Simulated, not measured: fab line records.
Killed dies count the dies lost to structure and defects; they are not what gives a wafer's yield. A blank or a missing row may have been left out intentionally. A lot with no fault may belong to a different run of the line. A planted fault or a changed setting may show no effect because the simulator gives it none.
A struck lot beside a sound one | flow sky130 | 24 steps out of a route of 708
Sound: these wafers, L464.1, L464.2, L464.4. Struck: wafers L469.1, L469.3. (L469.4 of the same lot was not struck and is left out.) The cause comes at the end.
Per side, at each step with rows, come the tool, then ch with its chambers, and then its first start. Under that, the readings that differ: sound wafers | struck wafers | difference of the means | sigmas: that difference in standard deviations of wafers without a fault.
alike: words and numbers the same on both sides, and readings whose means are apart by under 2 such deviations; not compared: readings that were withheld, readings missing a value for some wafer, numbers with overlapping values and no deviation given by the record, and bounds like >300 which may hide the same value.
A row with sigmas, a row that says differs or no value, or rows on one side alone: a step with any of these is where the two part. Numbers that have no deviation but don't overlap get no sigmas and don't part them. A reading that every wafer of one side lacks parts them only if that side has two wafers or more.

SKY_VIA2_CMP_02: polishes SiO2.
  sound on cmp-02 ch 1,2,3, day 36 07:28; struck on cmp-01 ch 1,2, day 37 16:34
  alike: head_pressure_psi, motor_current_A
SKY_VIA2_BOW_MEAS_03:
  struck on film_metro-02, day 37 16:52; sound on film_metro-04, day 36 07:43
  alike: VIA2_BOW
then, 8 steps without rows for these wafers: SKY_VIA2_DEHYDRATE_04 (time 60 s); SKY_VIA2_HMDS_05 (prime time 60 s); SKY_VIA2_COAT_06 (resist thk 60 nm); SKY_VIA2_COAT_07 (resist thk 450 nm); SKY_VIA2_SOFTBAKE_08 (time 90 s); SKY_VIA2_EXPOSE_09 (exposes mask VIM2, target cd 200 nm); SKY_VIA2_PEB_10; SKY_VIA2_DEVELOP_11 (develop time 60 s).
SKY_VIA2_CD_MEAS_12: target cd 200 nm.
  struck on cd_sem-01, day 38 18:02; sound on cd_sem-02, day 37 10:42
  alike: cd_nm
SKY_VIA2_OVL_MEAS_13:
  struck on overlay-02, day 38 18:09; sound on overlay-02, day 37 10:49
  alike: VIA2_OVL
SKY_VIA2_ETCH_14: etches BARC in N2/H2, stops on SiO2, time 45.9 s, target depth 60 nm.
  sound on rie_diel-03 ch 0,1,3, day 37 10:51; struck on rie_diel-02 ch 0,2, day 38 18:11
  reading                                     | sound                | struck        | difference | sigmas
  oes_product_au (a.u.)                       | 0.860 0.857 0.850    | 1.014 0.997   | +0.150     | +34
  run_length_s (s)                            | 74.5 74.1 74.4       | 51.5 52.0     | -22.6      | -39
  throttle_valve_pct (%)                      | 13.203 13.218 13.234 | 13.238 13.244 | +0.023     | +2
  model.KrF-thick_of_VIA2_COAT_07.thk_nm (nm) | 390.4 391.2 391.4    | 415.1 416     | +24.6      |
  model.etch.depth_nm (nm)                    | 59.72 59.8 59.8      | 39.45 38.68   | -20.71     |
  model.VIA2.cd_nm (nm)                       | 198.8 198.4 198.8    | 194.4 192.8   | -5.1       |
  alike: drypump_motor_current_A
  not compared: rf_hours_counter_h
SKY_VIA2_ETCH_15: etches SiO2 in C4F8/O2/Ar, stops on TiN, target depth 546 nm, time 84 s.
  sound on rie_diel-03 ch 0,1,3, day 37 10:54; struck on rie_diel-02 ch 0,2, day 38 18:14
  reading                                     | sound             | struck      | difference | sigmas
  oes_product_au (a.u.)                       | 0.946 0.937 0.939 | 0.374 0.373 | -0.567     | -99 or more
  model.KrF-thick_of_VIA2_COAT_07.thk_nm (nm) | 281.5 282.6 284.2 | 302.8 305.1 | +21.2      |
  alike: run_length_s
  not compared: rf_hours_counter_h
SKY_VIA2_STRIP_16: strips in O2/N2.
  sound on plasma_asher-04 ch 0,1, day 37 10:58; struck on plasma_asher-01 ch 0,1, day 38 18:17
  reading                      | sound             | struck      | difference | sigmas
  oes_product_au (a.u.)        | 0.397 0.398 0.395 | 0.409 0.417 | +0.016     | +3
  strip_time_to_endpoint_s (s) | 4.02 4.03 4.05    | 4.27 4.28   | +0.24      | +8
  alike: drypump_motor_current_A
  not compared: rf_hours_counter_h
then, 3 steps without rows for these wafers: SKY_VIA2_STRIP_17 (strips in post etch residue remover, time 1200 s); SKY_VIA2_CLEAN_18 (cleans in IPA, time 180 s); SKY_VIA2_CLEAN_19 (cleans in O3/DIW).
SKY_VIA2_SPUTTER_20: material TiN, target thk 20 nm, time 80 s.
  struck on pvd_sputter-03, day 38 18:53; sound on pvd_sputter-03, day 37 11:38
  alike: throttle_valve_pct
SKY_VIA2_CVD_21: deposits W, target thk 420 nm, time 126.4 s.
  sound on cvd_w-02 ch 0,1, day 37 11:41; struck on cvd_w-02 ch 0,1, day 38 18:57
  alike: heater_power_w
  not compared: since_wet_clean_h
SKY_VIA2_CMP_24: polishes, stops on SiO2, t overpolish 20 s, target thk 0 nm.
  sound on cmp-01 ch 0,1,3, day 37 12:00; struck on cmp-01 ch 0,2, day 38 19:16
  alike: head_pressure_psi, motor_current_A
SKY_METAL3_SPUTTER_00: material Ti, target thk 15 nm, time 10 s.
  the record holds rows for the sound wafers here (pvd_sputter-04, day 37 12:18) but none for the struck ones
SKY_METAL3_SPUTTER_01: material TiN, target thk 20 nm, time 16.7 s.
  the record holds rows for the sound wafers here (pvd_sputter-04, day 37 12:19) but none for the struck ones
SKY_METAL3_SPUTTER_02: material AlCu, target thk 735 nm, time 39.1 s.
  the record holds rows for the sound wafers here (pvd_sputter-04, day 37 12:21) but none for the struck ones

## WHERE THEY PART
At SKY_VIA2_ETCH_14 first; at SKY_METAL3_SPUTTER_02 last (within this record only).

WHY: what had been put in by the simulator
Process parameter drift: rie_diel-02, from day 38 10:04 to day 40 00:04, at SKY_VIA2_ETCH_14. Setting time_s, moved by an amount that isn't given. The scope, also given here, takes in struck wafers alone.
